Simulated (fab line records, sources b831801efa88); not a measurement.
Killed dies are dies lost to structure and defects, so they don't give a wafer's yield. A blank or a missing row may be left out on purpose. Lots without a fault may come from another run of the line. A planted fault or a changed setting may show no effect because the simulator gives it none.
Which tool did it? | flow gf180mcu | 10 lots, 30 wafers sampled, at 5 steps of a route of 602

WHAT THE GAUGES READ, wafer by wafer
GF_HV_LDD_THK_MEAS_57. Usual: HV_LDD_CVD_56_THK 89.7 nm, standard deviation 0.87.
lot  | measured     | on            | HV_LDD_CVD_56_THK (nm)        | flag
L303 | day 13 02:12 | film_metro-01 | 89.3 89.2 89.3                |
L305 | day 13 16:05 | film_metro-03 | 88.5 88.5 88.3                |
L307 | day 14 11:32 | film_metro-04 | 90.7 91.7 91.2                |
L311 | day 15 20:56 | film_metro-01 | 89.8 90.4 90.2                |
L315 | day 17 05:04 | film_metro-01 | 67.0 66.5 67.3 67.1 66.5 67.3 | OFF
L316 | day 17 18:13 | film_metro-04 | 65.9 65.7 65.8 65.8 65.7 65.7 | OFF
L320 | day 18 22:17 | film_metro-04 | 88.7 88.8 88.6                |
L321 | day 19 02:50 | film_metro-03 | 90.2 89.9 89.9                |
L323 | day 19 22:35 | film_metro-01 | 89.6 90.4 90.7                |
L324 | day 20 08:37 | film_metro-03 | 89.7 89.7 89.4                |

GF_NSD_CD_MEAS_07: target cd 400 nm. Usual: cd_nm 400.1 nm, standard deviation 2.4.
lot  | measured     | on        | cd_nm (nm)        | flag
L303 | day 13 22:01 | cd_sem-02 | 399.8 402.1 401.3 |
L305 | day 14 13:04 | cd_sem-01 | 400.0 403.1 400.7 |
L307 | day 15 10:01 | cd_sem-01 | 399.3 398.2 397.6 |
L311 | day 16 18:47 | cd_sem-02 | 399.0 399.6 399.4 |
L315 | day 18 04:10 | cd_sem-02 | 398.3 398.2 398.3 |
L316 | day 18 18:12 | cd_sem-01 | 405.2 406.9 406.9 |
L320 | day 19 23:23 | cd_sem-02 | 398.3 400.5 396.8 |
L321 | day 20 02:55 | cd_sem-01 | 398.7 397.7 397.3 |
L323 | day 20 22:31 | cd_sem-01 | 399.3 398.0 397.2 |
L324 | day 21 08:38 | cd_sem-01 | 400.6 402.8 400.3 |

WHICH TOOL RAN EACH LOT (tool, then ch and the chambers of the sampled wafers, then the start)
lot  | GF_LVPWELL_STRIP_10                 | GF_HV_LDD_CVD_56            | GF_HV_LDD_ETCHBACK_58
L303 | plasma_asher-03 ch 0,1, day 4 06:46 | lpcvd-02 ch 0, day 13 00:04 | rie_diel-02 ch 0,2, day 13 02:16
L305 | plasma_asher-04 ch 0,1, day 4 17:35 | lpcvd-01 ch 1, day 13 13:56 | rie_diel-02 ch 0,1,3, day 13 16:08
L307 | plasma_asher-04 ch 0,1, day 5 05:19 | lpcvd-02 ch 0, day 14 10:07 | rie_diel-02 ch 1,3, day 14 11:36
L311 | plasma_asher-02 ch 0,1, day 6 04:55 | lpcvd-01 ch 1, day 15 19:29 | rie_diel-03 ch 0,2, day 15 20:59
L315 | plasma_asher-03 ch 0,1, day 7 02:17 | lpcvd-02 ch 0, day 17 03:37 | rie_diel-03 ch 0,1,2, day 17 07:22
L316 | plasma_asher-03 ch 0,1, day 7 11:17 | lpcvd-02 ch 1, day 17 16:02 | rie_diel-03 ch 1,2,3, day 17 23:42
L320 | plasma_asher-02 ch 0,1, day 8 09:37 | lpcvd-01 ch 1, day 18 20:52 | rie_diel-04 ch 1,2,3, day 18 22:20
L321 | plasma_asher-02 ch 0,1, day 8 12:36 | lpcvd-01 ch 1, day 19 01:25 | rie_diel-04 ch 0,2,3, day 19 02:54
L323 | plasma_asher-02 ch 0,1, day 9 01:01 | lpcvd-01 ch 1, day 19 21:10 | rie_diel-04 ch 1,2,3, day 19 22:39
L324 | plasma_asher-03 ch 0,1, day 9 07:51 | lpcvd-02 ch 0, day 20 07:10 | rie_diel-04 ch 0,1, day 20 08:38
- GF_LVPWELL_STRIP_10: strips in O2/N2.
- GF_HV_LDD_CVD_56: deposits Si3N4 from DCS/NH3, target thk 90 nm, time 1543 s.
- GF_HV_LDD_ETCHBACK_58: etches Si3N4 in CH3F/O2, stops on SiO2, time 100 s, target depth 90 nm.

WHAT THE TOOLS THEMSELVES READ (means of the sampled wafers that have a number; where no wafer has one, the mark that the record gives instead)
GF_LVPWELL_STRIP_10. Usual: drypump_motor_current_A 5.5 A, standard deviation 0.68; heater_power_w 289 W, standard deviation 23; n2_flow_sccm 300.0 sccm, standard deviation 0.81; oes_product_au 0.723 a.u., standard deviation 0.0049; strip_time_to_endpoint_s 36.98 s, standard deviation 0.11.
lot  | tool            | drypump_motor_current_A (A) | heater_power_w (W) | n2_flow_sccm (sccm) | oes_product_au (a.u.) | strip_time_to_endpoint_s (s) | flag
L303 | plasma_asher-03 | 5.9                         | 295                | 300.3               | 0.724                 | 36.96                        |
L305 | plasma_asher-04 | 4.8                         | 294                | 299.8               | 0.722                 | 37.03                        |
L307 | plasma_asher-04 | 5.0                         | 278                | 299.5               | 0.727                 | 36.94                        |
L311 | plasma_asher-02 | 5.4                         | 293                | 300.8               | 0.720                 | 36.95                        |
L315 | plasma_asher-03 | 6.0                         | 290                | 300.7               | 0.719                 | 37.04                        |
L316 | plasma_asher-03 | 5.8                         | 300                | 300.6               | 0.723                 | 37.03                        |
L320 | plasma_asher-02 | 6.0                         | 274                | 299.7               | 0.724                 | 37.00                        |
L321 | plasma_asher-02 | 5.4                         | 293                | 300.0               | 0.723                 | 36.90                        |
L323 | plasma_asher-02 | 5.4                         | 295                | 299.9               | 0.720                 | 36.91                        |
L324 | plasma_asher-03 | 5.8                         | 299                | 299.3               | 0.721                 | 37.09                        |

GF_HV_LDD_CVD_56. Usual: spike_tc_bottom_C 791 C, standard deviation 3.3; spike_tc_centre_C 770.8 C, standard deviation 1.2; spike_tc_lower_C 770.5 C, standard deviation 0.89; spike_tc_top_C 782.8 C, standard deviation 2; spike_tc_upper_C 770.8 C, standard deviation 0.98; susceptor_temp_C 770.0 C, standard deviation 0.35; zone_power_centre_pct 14.1 %, standard deviation 0.99; zone_power_top_pct 27.7 %, standard deviation 2.4.
lot  | tool     | spike_tc_bottom_C (C) | spike_tc_centre_C (C) | spike_tc_lower_C (C) | spike_tc_top_C (C) | spike_tc_upper_C (C) | susceptor_temp_C (C) | zone_power_centre_pct (%) | zone_power_top_pct (%) | flag
L303 | lpcvd-02 | 792                   | 771.0                 | 771.1                | 785.8              | 770.4                | 770.2                | 15.0                      | 25.9                   |
L305 | lpcvd-01 | 793                   | 770.2                 | 771.1                | 783.1              | 770.0                | 770.3                | 12.9                      | 29.9                   |
L307 | lpcvd-02 | 791                   | 770.8                 | 771.0                | 784.6              | 770.3                | 770.6                | 15.0                      | 25.9                   |
L311 | lpcvd-01 | 794                   | 769.6                 | 771.0                | 783.6              | 770.8                | 770.3                | 12.9                      | 29.9                   |
L315 | lpcvd-02 | 775                   | 756.0                 | 756.0                | 770.2              | 755.7                | 754.7                | 14.5                      | 25.0                   | OFF
L316 | lpcvd-02 | 771                   | 756.7                 | 755.5                | 767.3              | 756.3                | 754.7                | 14.3                      | 23.7                   | OFF
L320 | lpcvd-01 | 793                   | 770.1                 | 770.3                | 783.2              | 770.8                | 769.7                | 12.9                      | 29.8                   |
L321 | lpcvd-01 | 793                   | 770.7                 | 771.2                | 782.5              | 771.0                | 770.1                | 12.9                      | 30.2                   |
L323 | lpcvd-01 | 793                   | 769.7                 | 770.4                | 783.5              | 770.9                | 769.7                | 13.0                      | 30.0                   |
L324 | lpcvd-02 | 790                   | 771.5                 | 770.5                | 785.4              | 770.5                | 769.9                | 14.9                      | 26.2                   |

GF_HV_LDD_ETCHBACK_58. Usual: drypump_motor_current_A 5.9 A, standard deviation 0.51; oes_product_au 0.841 a.u., standard deviation 0.0069; rf_fwd_power_W 397.9 W, standard deviation 1.4; throttle_valve_pct 10.560 %, standard deviation 0.0096.
lot  | tool        | drypump_motor_current_A (A) | oes_product_au (a.u.) | rf_fwd_power_W (W) | throttle_valve_pct (%) | flag
L303 | rie_diel-02 | 6.0                         | 0.838                 | 399.3              | 10.560                 |
L305 | rie_diel-02 | 5.9                         | 0.834                 | 398.3              | 10.552                 |
L307 | rie_diel-02 | 5.7                         | 0.851                 | 396.9              | 10.557                 |
L311 | rie_diel-03 | 6.2                         | 0.845                 | 398.3              | 10.564                 |
L315 | rie_diel-03 | 5.6                         | 0.725                 | 396.8              | 10.549                 | OFF
L316 | rie_diel-03 | 5.5                         | 0.721                 | 397.6              | 10.551                 | OFF
L320 | rie_diel-04 | 6.0                         | 0.834                 | 398.9              | 10.561                 |
L321 | rie_diel-04 | 6.2                         | 0.838                 | 397.7              | 10.562                 |
L323 | rie_diel-04 | 6.0                         | 0.843                 | 397.7              | 10.568                 |
L324 | rie_diel-04 | 6.1                         | 0.840                 | 397.4              | 10.557                 |

THE ANSWER, worked out from the rows above alone
Rule: a lot is off if the mean of its wafers that have a number lies more than 3 standard deviations from the usual mean. A lot without any number at a reading at which 4 lots or more have one is off too. The other lots that the step has rows for count as sound. The gauges are gone through in route order, then the tools' own readings, and for those a lot's mean is taken as printed above. The first step at which some lot is off is used, and at that step the reading that is off furthest; a lot without a number counts as furthest.
Off: L315, L316, at GF_HV_LDD_THK_MEAS_57 (HV_LDD_CVD_56_THK).
A tool fits if, at a process step before that reading, it ran every lot that is off, and no sound lot after the first of them. The gauges at GF_HV_LDD_THK_MEAS_57 aren't tried: what is off there is off at GF_HV_LDD_CVD_56 too, on other tools, and a gauge's error can't cause that. None of those tried fits.

WHAT THE SIMULATOR HAD PUT IN
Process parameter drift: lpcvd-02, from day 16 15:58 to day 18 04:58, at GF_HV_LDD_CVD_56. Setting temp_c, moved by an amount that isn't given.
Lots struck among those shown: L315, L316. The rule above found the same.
